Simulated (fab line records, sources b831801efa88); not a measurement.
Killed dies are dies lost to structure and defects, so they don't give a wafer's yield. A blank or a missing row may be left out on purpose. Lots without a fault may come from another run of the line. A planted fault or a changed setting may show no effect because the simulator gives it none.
Problem report in the 8D (eight disciplines) form, filled by code | flow sfq_line | the parts of the form that need people (team, actions taken, sign-off) are left out

1. THE PROBLEM
spin_speed_rpm at SFQ_TRILAYER_M0_LITHO_COAT_026 reads a mean of 3184.3 rpm on 6 wafers of 2 lots; wafers without a fault read 3000.0 rpm with a standard deviation of 1.8. That is +99 or more standard deviations from the usual mean.
The step: resist thk 62 nm.
First seen on wafer L457.1, day 9 12:06, on litho_track-02. The record holds 42 wafers of 14 lots with a number at this step. Rule for "out", or "out of limits": more than 4 standard deviations from the usual mean. The other wafers with a number count as sound.

2. WHAT IT IS AND WHAT IT IS NOT
question                    | is                     | is not
which readings at this step | spin_speed_rpm         | -
which lots                  | L457, L460             | L451, L452, L453, L458, L464, L466, L468, L469, L471, L472, L473, L474
which wafers of those lots  | all that have a number | -
read on which tools         | litho_track-02         | litho_track-01, litho_track-03
when                        | from day 9 12:06       | up to then (9 sound wafers); but 27 sound wafers of L458, L464, L466, L468, L469, L471, L472, L473, L474 came after

3. SUSPECTS, AND WHAT RULES EACH OUT
Counting: a tool at a process step up to the reading stays a suspect if it ran every lot that is out and no sound lot after the first of them.
- litho_track-02 at SFQ_TRILAYER_M0_LITHO_COAT_026 (resist thk 62 nm): kept. It ran every lot that is out, first L457 (day 9 12:06), and no sound lot after that; its last sound lot up to then is L453 (day 8 01:23). Its own readings are out on those wafers: spin_speed_rpm.
Left after counting: litho_track-02 at SFQ_TRILAYER_M0_LITHO_COAT_026.

4. THE CAUSE (what the simulator had put in)
Process parameter drift: litho_track-02, from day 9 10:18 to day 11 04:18, at SFQ_TRILAYER_M0_LITHO_COAT_026. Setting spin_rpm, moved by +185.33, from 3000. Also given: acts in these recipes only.
Counting left only this tool.

5. THE CHAIN OF EFFECTS, in route order
Each row: a reading whose mean over the struck wafers that have a number lies more than 3 standard deviations from the usual. Only readings for which the record gives a usual standard deviation are gone through. hours: the time from each lot's start at the first step in this table that gives one to its start at this step, as a median over the lots. sigmas: the change in usual standard deviations.
hours | step                           | reading        | usual      | on struck wafers | change | sigmas
0     | SFQ_TRILAYER_M0_LITHO_COAT_026 | spin_speed_rpm | 3000.0 rpm | 3184.3           | +184.3 | +99 or more
The process steps in it:
- SFQ_TRILAYER_M0_LITHO_COAT_026: resist thk 62 nm.
Later measuring or inspecting steps at which every struck wafer that the step has a row for has a number for every such reading, and none has moved that far: SFQ_I1_BOW_MEAS_912, SFQ_I2_BOW_MEAS_917.

6. WHAT WOULD HAVE CAUGHT IT SOONER
In this record the first reading out of limits was taken at day 9 12:06, 2 hours after the fault began at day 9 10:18.
